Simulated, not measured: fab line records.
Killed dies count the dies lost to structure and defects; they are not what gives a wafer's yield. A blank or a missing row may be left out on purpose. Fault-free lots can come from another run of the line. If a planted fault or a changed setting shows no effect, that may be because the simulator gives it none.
Struck lot and sound lot, side by side || flow sfqLine || 42 steps out of a route of 325
Sound: the wafers L927.1, L927.5, L927.6. Struck: wafer L939.6 (L939.3, L939.4, from the same lot, were not struck and are left out); the cause is given at the end.
At each step with rows: each side's tool, then ch and its chambers, then its first start. Under that, the readings that differ: sound wafers || struck wafers || difference of the means || sigmas: that difference in standard deviations of wafers without a fault.
alike: readings with means less than 2 such deviations apart, plus words and numbers identical on both sides. not compared: withheld readings, readings lacking a value on some wafer, bounds such as >300 that could conceal the same value, and numbers that have no deviation in the record and whose values overlap.
A row with sigmas, a row that says differs or no value, or rows on one side alone: a step with any of these is where the two part. Numbers that have no deviation but don't overlap get no sigmas and don't part them. A reading missing from all wafers of one side parts the sides only when that side holds two or more wafers.

first, 7 steps without rows for these wafers: SFQ_TRILAYER_I4_VIA_STRIP_STRIP_107 (strips in O2); SFQ_TRILAYER_I4_VIA_STRIP_SOLV_CLEAN_108 (cleans in NMP, time 600 s); SFQ_TRILAYER_JJ_TRILAYER_DEP_PRE_CLEAN_113 (time 22.5 s); SFQ_TRILAYER_JJ_TRILAYER_DEP_SPUTTER_109 (material Nb, target thk 150 nm, time 100 s); SFQ_TRILAYER_JJ_TRILAYER_DEP_SPUTTER_110 (material Al, target thk 8 nm, time 10 s); SFQ_TRILAYER_JJ_TRILAYER_DEP_AL_OXIDATION_111 (oxidation time 600 s); SFQ_TRILAYER_JJ_TRILAYER_DEP_SPUTTER_112 (material Nb, target thk 170 nm, time 113.3 s).
SFQ_JJ_RS_MEAS_929: measurement is done with a four-point probe.
  sound on filmMetro-04 at day 50 03:07; struck on filmMetro-02 at day 52 02:35
  alike: JJ_NB_RS
then, 3 steps without rows for these wafers: SFQ_TRILAYER_JJ_CE_LITHO_COAT_119 (resist thk 62 nm); SFQ_TRILAYER_JJ_CE_LITHO_COAT_114 (resist thk 600 nm); SFQ_TRILAYER_JJ_CE_LITHO_SOFTBAKE_118.
SFQ_TRILAYER_JJ_CE_LITHO_EXPOSE_115: exposes mask J5, target cd 700 nm.
  sound on krfScanner-02 ch 0, day 50 07:55; struck on krfScanner-02 ch 0, day 52 16:04
  alike: mask
then, 2 steps without rows for these wafers: SFQ_TRILAYER_JJ_CE_LITHO_PEB_117 (peb time 60 s); SFQ_TRILAYER_JJ_CE_LITHO_DEVELOP_116 (time 60 s).
SFQ_JJ_OVL_MEAS_931:
  sound on overlay-02 at day 50 09:25; struck on overlay-01 at day 52 17:10
  alike: J5_OVL
SFQ_TRILAYER_JJ_CE_METRO_MEASURE_117:
  sound on cdSem-02 at day 50 09:26; struck on cdSem-02 at day 52 17:35
{"reading": "cdNm (nm)", "sound": "700.6 700.9 701.2", "struck": 695.3, "difference": -5.6, "sigmas": -4}
SFQ_TRILAYER_JJ_CE_BARC_OPEN_RIE_150: chemistry O2, target BARC, target depth 240 nm, time 80 s.
  sound on rieMetal-03 ch 0,1, day 50 10:38; struck on rieMetal-02 ch 1, day 52 18:25
{"reading": "model.JJ.cdNm (nm)", "sound": "700.2 700.4 702.1", "struck": 695.6, "difference": -5.3, "sigmas": ""}
  alike: drypumpMotorCurrentA, oesProductAu
  not compared: rfHoursCounterH
SFQ_TRILAYER_JJ_CE_ETCH_RIE_118: chemistry SF6, target Nb, stops on Al2O3, time 97.7 s, target depth 170 nm.
  sound on rieMetal-03 ch 0,1, day 50 10:44; struck on rieMetal-02 ch 1, day 52 18:31
{"reading": "model.JJ.cdNm (nm)", "sound": "699.9 700.9 702.4", "struck": 695.6, "difference": -5.5, "sigmas": ""}
  alike: drypumpMotorCurrentA, oesProductAu
  not compared: rfHoursCounterH
next, for these wafers, 1 step has no rows: SFQ_TRILAYER_JJ_ANODIZE_ANODIZE_119.
SFQ_TRILAYER_JJ_CE_STRIP_STRIP_120: strips in O2.
  sound on rieMetal-01 ch 0,1, day 50 11:23; struck on rieMetal-02 ch 0, day 52 19:17
{"reading": "drypumpMotorCurrentA (A)", "sound": "6.6 6.6 5.1", "struck": 5.0, "difference": -1.1, "sigmas": -2}
  alike: oesProductAu
  not compared: rfHoursCounterH
then, 7 steps without rows for these wafers: SFQ_TRILAYER_JJ_CE_STRIP_SOLV_CLEAN_121 (cleans in NMP, time 600 s); SFQ_TRILAYER_M5_LITHO_COAT_128 (resist thk 62 nm); SFQ_TRILAYER_M5_LITHO_COAT_123 (resist thk 600 nm); SFQ_TRILAYER_M5_LITHO_SOFTBAKE_127; SFQ_TRILAYER_M5_LITHO_EXPOSE_124 (exposes mask M5, target cd 700 nm); SFQ_TRILAYER_M5_LITHO_PEB_126 (peb time 60 s); SFQ_TRILAYER_M5_LITHO_DEVELOP_125 (time 60 s).
-- the record jumps here: 5 days lie between the struck wafers' starts before and after --
SFQ_M5_OVL_MEAS_932:
  sound on overlay-02 at day 54 23:44; struck on overlay-01 at day 58 01:47
{"reading": "M5_OVL (nm)", "sound": "-10 -5 3", "struck": 10, "difference": "+14", "sigmas": "+3"}
SFQ_TRILAYER_M5_BARC_OPEN_METAL_ETCH_161: etches BARC in O2, target depth 125 nm, time 41.7 s.
  sound on rieMetal-03 ch 0,1, day 54 23:46; struck on rieMetal-03 ch 1, day 58 01:50
  alike: drypumpMotorCurrentA, oesProductAu
  not compared: rfHoursCounterH
then, 1 step without rows for these wafers: SFQ_TRILAYER_M5_ETCH_METAL_ETCH_126 (etches Nb in Cl2/BCl3, stops on SiO2, time 203.2 s, target depth 265 nm).
SFQ_TRILAYER_M5_STRIP_STRIP_127: strips in O2.
  sound on rieMetal-03 ch 0,1, day 55 00:01; struck on rieMetal-03 ch 1, day 58 02:16
  alike: drypumpMotorCurrentA, oesProductAu
  not compared: rfHoursCounterH
then, 1 step without rows for these wafers: SFQ_TRILAYER_M5_STRIP_SOLV_CLEAN_128 (cleans in NMP, time 600 s).
SFQ_TRILAYER_A5B_DEP_PECVD_129: deposits SiO2 from SiH4/N2O, time 133.33 s, target thk 600 nm.
  sound on pecvd-03 ch 0,2, day 55 00:48; struck on pecvd-03 ch 0, day 58 02:50
  alike: chamberPressureTorr, heaterPowerW, throttleValvePct
  not compared: sinceWetCleanH
then, 1 step without rows for these wafers: SFQ_TRILAYER_A5B_CMP_CMP_130 (polishes, stops on Nb, target thk 340.7 nm).
SFQ_TRILAYER_A5B_METRO_MEASURE_131:
  sound on filmMetro-01 at day 55 03:53; struck on filmMetro-04 at day 58 11:02
  alike: thkNm
then, 3 steps without rows for these wafers: SFQ_TRILAYER_R5_DEP_SPUTTER_132 (material Ti, target thk 5 nm, time 5 s); SFQ_TRILAYER_R5_DEP_SPUTTER_133 (material MoNx, target thk 40 nm, time 66.7 s); SFQ_TRILAYER_R5_DEP_SPUTTER_134 (material Ti, target thk 5 nm, time 5 s).
SFQ_R5_RS_MEAS_933: measurement is done with a four-point probe.
  sound on filmMetro-03 at day 55 05:11; struck on filmMetro-02 at day 58 11:58
  alike: R5_MONX_RS
SFQ_R5_THK_MEAS_934: measures by xrf.
  sound on filmMetro-03 at day 55 05:18; struck on filmMetro-02 at day 58 12:04
  alike: R5_MONX_THK
then, 1 step without rows for these wafers: SFQ_TRILAYER_R5_LITHO_COAT_141 (resist thk 62 nm).
-- the record jumps here: 25 days lie between the struck wafers' starts before and after --
SFQ_M8_BOW_MEAS_951:
  sound on filmMetro-03 at day 75 06:47; struck on filmMetro-03 at day 83 13:52
{"reading": "model.etest.jj.gTimes", "sound": "1 1.003 1.008", "struck": 0.9881, "difference": -0.0156, "sigmas": ""}
  alike: M8_BOW

WHERE THEY PART
Earliest at SFQ_TRILAYER_JJ_CE_METRO_MEASURE_117; latest, in this record, at SFQ_M5_OVL_MEAS_932. Later steps at which nothing parts them and some readings are alike: SFQ_TRILAYER_M5_BARC_OPEN_METAL_ETCH_161, SFQ_TRILAYER_M5_STRIP_STRIP_127, SFQ_TRILAYER_A5B_DEP_PECVD_129, SFQ_TRILAYER_A5B_METRO_MEASURE_131, SFQ_R5_RS_MEAS_933, SFQ_R5_THK_MEAS_934, SFQ_M8_BOW_MEAS_951.

WHY: what had been put in by the simulator
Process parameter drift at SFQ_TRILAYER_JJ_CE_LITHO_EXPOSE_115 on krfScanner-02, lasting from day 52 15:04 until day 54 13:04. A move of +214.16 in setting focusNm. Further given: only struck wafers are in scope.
